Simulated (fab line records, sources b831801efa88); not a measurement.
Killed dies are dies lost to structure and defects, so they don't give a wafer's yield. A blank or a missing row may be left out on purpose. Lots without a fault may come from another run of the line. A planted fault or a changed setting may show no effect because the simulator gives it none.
A struck lot beside a sound one | flow sfq_line | 42 steps out of a route of 325
Sound: wafers L470.2, L470.3, L470.4. Struck: wafers L478.4, L478.6. (L478.5 of the same lot was not struck and is left out.) The cause comes at the end.
At each step with rows: each side's tool, then ch and its chambers, then its first start. Under that, the readings that differ: sound wafers | struck wafers | difference of the means | sigmas: that difference in standard deviations of wafers without a fault.
alike: readings whose means differ by less than 2 such deviations, and words and numbers that are the same on both sides. not compared: withheld readings, readings that some wafer has no value for, bounds like >300 that may hide the same value, and numbers for which the record gives no deviation and whose values overlap.
The two part at a step that has a row with sigmas, a row that says differs or no value, or rows on one side only. Numbers that don't overlap but have no deviation are shown without sigmas and don't part them. A reading that every wafer of one side lacks parts them only if that side has two wafers or more.

first, 6 steps without rows for these wafers: SFQ_TRILAYER_M2_LITHO_COAT_062 (resist thk 62 nm); SFQ_TRILAYER_M2_LITHO_COAT_057 (resist thk 600 nm); SFQ_TRILAYER_M2_LITHO_SOFTBAKE_061; SFQ_TRILAYER_M2_LITHO_EXPOSE_058 (exposes mask M2, target cd 500 nm); SFQ_TRILAYER_M2_LITHO_PEB_060 (peb time 60 s); SFQ_TRILAYER_M2_LITHO_DEVELOP_059 (time 60 s).
SFQ_M2_OVL_MEAS_916:
  sound on overlay-02, day 33 08:54; struck on overlay-02, day 36 08:38
  alike: M2_OVL
then, 5 steps without rows for these wafers: SFQ_TRILAYER_M2_BARC_OPEN_METAL_ETCH_077 (etches BARC in O2, target depth 125 nm, time 41.7 s); SFQ_TRILAYER_M2_ETCH_METAL_ETCH_060 (etches Nb in Cl2/Ar, stops on SiO2, target depth 240 nm, time 120 s); SFQ_TRILAYER_M2_STRIP_STRIP_061 (strips in O2); SFQ_TRILAYER_M2_STRIP_SOLV_CLEAN_062 (cleans in NMP, time 600 s); SFQ_TRILAYER_I2_DEP_PECVD_063 (deposits SiO2 from SiH4/N2O, time 111.11 s, target thk 500 nm).
SFQ_TRILAYER_I2_CMP_CMP_064: polishes SiO2.
  sound on cmp-01 ch 0,2,3, day 33 12:13; struck on cmp-01 ch 2,3, day 36 13:43
  reading                                             | sound           | struck      | difference | sigmas
  time_to_endpoint_s (s)                              | 220 222 225     | 247 243     | +23        | +3
  model.SiO2_of_TRILAYER_I2_DEP_PECVD_063.thk_nm (nm) | 200.6 200 200.2 | 148.5 148.4 | -51.8      |
  alike: edge_zone_pressure_frac, motor_current_A
SFQ_I2_BOW_MEAS_917:
  sound on film_metro-02, day 33 15:14; struck on film_metro-02, day 36 15:16
  alike: I2_BOW
SFQ_TRILAYER_I2_METRO_MEASURE_065:
  sound on film_metro-02, day 33 15:32; struck on film_metro-02, day 36 15:56
  reading     | sound             | struck      | difference | sigmas
  thk_nm (nm) | 200.7 199.8 200.2 | 148.6 148.4 | -51.7      | -52
then, 6 steps without rows for these wafers: SFQ_TRILAYER_I2_VIA_LITHO_COAT_072 (resist thk 62 nm); SFQ_TRILAYER_I2_VIA_LITHO_COAT_067 (resist thk 650 nm); SFQ_TRILAYER_I2_VIA_LITHO_SOFTBAKE_071; SFQ_TRILAYER_I2_VIA_LITHO_EXPOSE_068 (exposes mask I2, target cd 500 nm); SFQ_TRILAYER_I2_VIA_LITHO_PEB_070 (peb time 60 s); SFQ_TRILAYER_I2_VIA_LITHO_DEVELOP_069 (time 60 s).
-- the record jumps here: 6 days lie between the struck wafers' starts before and after --
SFQ_I2_OVL_MEAS_918:
  sound on overlay-01, day 39 12:34; struck on overlay-01, day 42 14:15
  reading     | sound | struck | difference | sigmas
  I2_OVL (nm) | 3 9 2 | -2 -6  | -9         | -2
SFQ_TRILAYER_I2_VIA_BARC_OPEN_VIA_ETCH_096: etches BARC in O2, target depth 125 nm, time 41.7 s.
  sound on rie_diel-02 ch 0,1,3, day 39 12:36; struck on rie_diel-04 ch 3, day 42 14:16
  alike: chamber_pressure_mTorr, drypump_motor_current_A, oes_product_au
  not compared: rf_hours_counter_h
SFQ_TRILAYER_I2_VIA_ETCH_VIA_ETCH_070: etches SiO2 in CHF3, stops on Nb, target depth 260 nm.
  sound on rie_diel-02 ch 0,1,3, day 39 12:38; struck on rie_diel-04 ch 3, day 42 14:19
  reading                        | sound             | struck      | difference | sigmas
  oes_product_au (a.u.)          | 0.859 0.846 0.848 | 0.732 0.739 | -0.115     | -23
  model.I2.feature_depth_nm (nm) | 200.6 200 200.2   | 148.5 148.4 | -51.8      |
  model.etch.depth_nm (nm)       | 200.6 200 200.2   | 148.5 148.4 | -51.8      |
  alike: chamber_pressure_mTorr, drypump_motor_current_A
SFQ_TRILAYER_I2_VIA_STRIP_STRIP_071: strips in O2.
  sound on rie_metal-02 ch 0,1, day 39 12:45; struck on rie_metal-04 ch 0,1, day 42 14:37
  alike: chamber_pressure_mTorr, drypump_motor_current_A, oes_product_au
  not compared: rf_hours_counter_h
then, 1 step without rows for these wafers: SFQ_TRILAYER_I2_VIA_STRIP_SOLV_CLEAN_072 (cleans in NMP, time 600 s).
SFQ_TRILAYER_M3_DEP_PRE_CLEAN_074: time 22.5 s.
  sound on pvd_sputter-04, day 39 13:31; struck on pvd_sputter-06, day 42 15:12
  reading                                             | sound             | struck    | difference | sigmas
  model.SiO2_of_TRILAYER_I2_DEP_PECVD_063.thk_nm (nm) | 193.1 192.5 192.7 | 141 140.9 | -52        |
SFQ_TRILAYER_M3_DEP_SPUTTER_073: material Nb, target thk 200 nm, time 133.3 s.
  sound on pvd_sputter-04, day 39 13:33; struck on pvd_sputter-06, day 42 15:14
  alike: throttle_valve_pct
SFQ_M3_RS_MEAS_919: measures by four-point-probe.
  sound on film_metro-01, day 39 13:40; struck on film_metro-03, day 42 15:23
  alike: M3_NB_RS
then, 6 steps without rows for these wafers: SFQ_TRILAYER_M3_LITHO_COAT_080 (resist thk 62 nm); SFQ_TRILAYER_M3_LITHO_COAT_075 (resist thk 600 nm); SFQ_TRILAYER_M3_LITHO_SOFTBAKE_079; SFQ_TRILAYER_M3_LITHO_EXPOSE_076 (exposes mask M3, target cd 500 nm); SFQ_TRILAYER_M3_LITHO_PEB_078 (peb time 60 s); SFQ_TRILAYER_M3_LITHO_DEVELOP_077 (time 60 s).
-- the record jumps here: 6 days lie between the struck wafers' starts before and after --
SFQ_M3_OVL_MEAS_921:
  sound on overlay-01, day 45 09:36; struck on overlay-01, day 48 21:41
  alike: M3_OVL
SFQ_TRILAYER_M3_BARC_OPEN_METAL_ETCH_100: etches BARC in O2, target depth 125 nm, time 41.7 s.
  sound on rie_metal-01 ch 0, day 45 09:39; struck on rie_metal-01 ch 0,1, day 48 21:44
  alike: chamber_pressure_mTorr, drypump_motor_current_A, oes_product_au
  not compared: rf_hours_counter_h
SFQ_TRILAYER_M3_ETCH_METAL_ETCH_078: etches Nb in Cl2/Ar, stops on SiO2, target depth 240 nm, time 120 s.
  sound on rie_metal-01 ch 0, day 45 09:47; struck on rie_metal-01 ch 0,1, day 48 21:49
  alike: chamber_pressure_mTorr, drypump_motor_current_A, oes_product_au
  not compared: rf_hours_counter_h
then, 3 steps without rows for these wafers: SFQ_TRILAYER_M3_STRIP_STRIP_079 (strips in O2); SFQ_TRILAYER_M3_STRIP_SOLV_CLEAN_080 (cleans in NMP, time 600 s); SFQ_TRILAYER_I3_DEP_PECVD_081 (deposits SiO2 from SiH4/N2O, time 111.11 s, target thk 500 nm).
-- the record jumps here: 37 days lie between the struck wafers' starts before and after --
SFQ_M8_BOW_MEAS_951:
  sound on film_metro-03, day 85 03:52; struck on film_metro-02, day 86 03:54
  reading                 | sound             | struck      | difference | sigmas
  model.etest.i2.link_ohm | 1.971 1.967 1.963 | 1.935 1.946 | -0.026     |
  alike: M8_BOW

WHERE THEY PART
First at SFQ_TRILAYER_I2_CMP_CMP_064; last, within this record, at SFQ_TRILAYER_I2_VIA_ETCH_VIA_ETCH_070. Later steps at which nothing parts them and some readings are alike: SFQ_TRILAYER_I2_VIA_STRIP_STRIP_071, SFQ_TRILAYER_M3_DEP_SPUTTER_073, SFQ_M3_RS_MEAS_919, SFQ_M3_OVL_MEAS_921, SFQ_TRILAYER_M3_BARC_OPEN_METAL_ETCH_100, SFQ_TRILAYER_M3_ETCH_METAL_ETCH_078, SFQ_M8_BOW_MEAS_951.

WHY: what the simulator had put in
Process parameter drift: cmp-01, from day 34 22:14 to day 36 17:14, at SFQ_TRILAYER_I2_CMP_CMP_064. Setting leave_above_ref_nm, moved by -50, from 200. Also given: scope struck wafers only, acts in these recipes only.
